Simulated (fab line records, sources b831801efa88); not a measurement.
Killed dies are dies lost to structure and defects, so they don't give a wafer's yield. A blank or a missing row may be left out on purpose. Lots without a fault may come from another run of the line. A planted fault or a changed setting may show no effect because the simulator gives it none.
Chamber matching | flow sky130 | SKY_VIA3_CMP_02 on cmp-02: 4 sister chambers
The step polishes SiO2. 16 wafers are shown with their chamber, then 8 later ones without.

WAFERS WITH THEIR CHAMBER
wafer  | chamber | motor_current_A (A)
L688.2 | 2       | 11.8
L688.4 | 0       | 11.0
L688.5 | 2       | 12.4
L687.2 | 2       | 11.8
L687.3 | 0       | 10.9
L687.5 | 1       | 9.4
L689.1 | 3       | 15.8
L689.4 | 2       | 13.2
L689.5 | 0       | 10.7
L693.2 | 1       | 9.5
L693.5 | 1       | 9.4
L693.6 | 0       | 10.3
L694.2 | 2       | 12.1
L694.4 | 3       | 15.5
L694.6 | 3       | 16.0
L698.3 | 1       | 9.7

SIGNATURES (means of the wafers above)
reading         | chamber 0 | chamber 1 | chamber 2 | chamber 3 | scatter within a chamber
motor_current_A | 10.725    | 9.500     | 12.260    | 15.767    | 0.39
Rule: a wafer's distance from a chamber is the root of the sum, over the readings, of the square of ((its reading less the chamber's mean) divided by the reading's scatter). The wafer belongs to the nearest chamber; if the next one is less than 2 further off, it can't be placed. The scatter: the root of (the sum of the squares of (reading less its chamber's mean) over the shown wafers, divided by (wafers less chambers)).

WAFERS WITHOUT THEIR CHAMBER
wafer  | motor_current_A (A)
L698.4 | 13.0
L698.5 | 15.7
L699.1 | 15.8
L699.2 | 12.9
L699.4 | 10.2
L709.1 | 11.1
L709.3 | 15.4
L709.5 | 12.5

WHICH CHAMBER EACH WENT THROUGH
wafer  | from the rows above     | in truth
L698.4 | 2                       | 2
L698.5 | 3                       | 3
L699.1 | 3                       | 3
L699.2 | 2                       | 2
L699.4 | can't be placed: 0 or 1 | 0
L709.1 | 0                       | 0
L709.3 | 3                       | 3
L709.5 | 2                       | 2
Placed correctly: 7 of 8. Can't be placed from these rows: 1 (the true chamber is among the candidates in 1). Placed wrongly: 0.
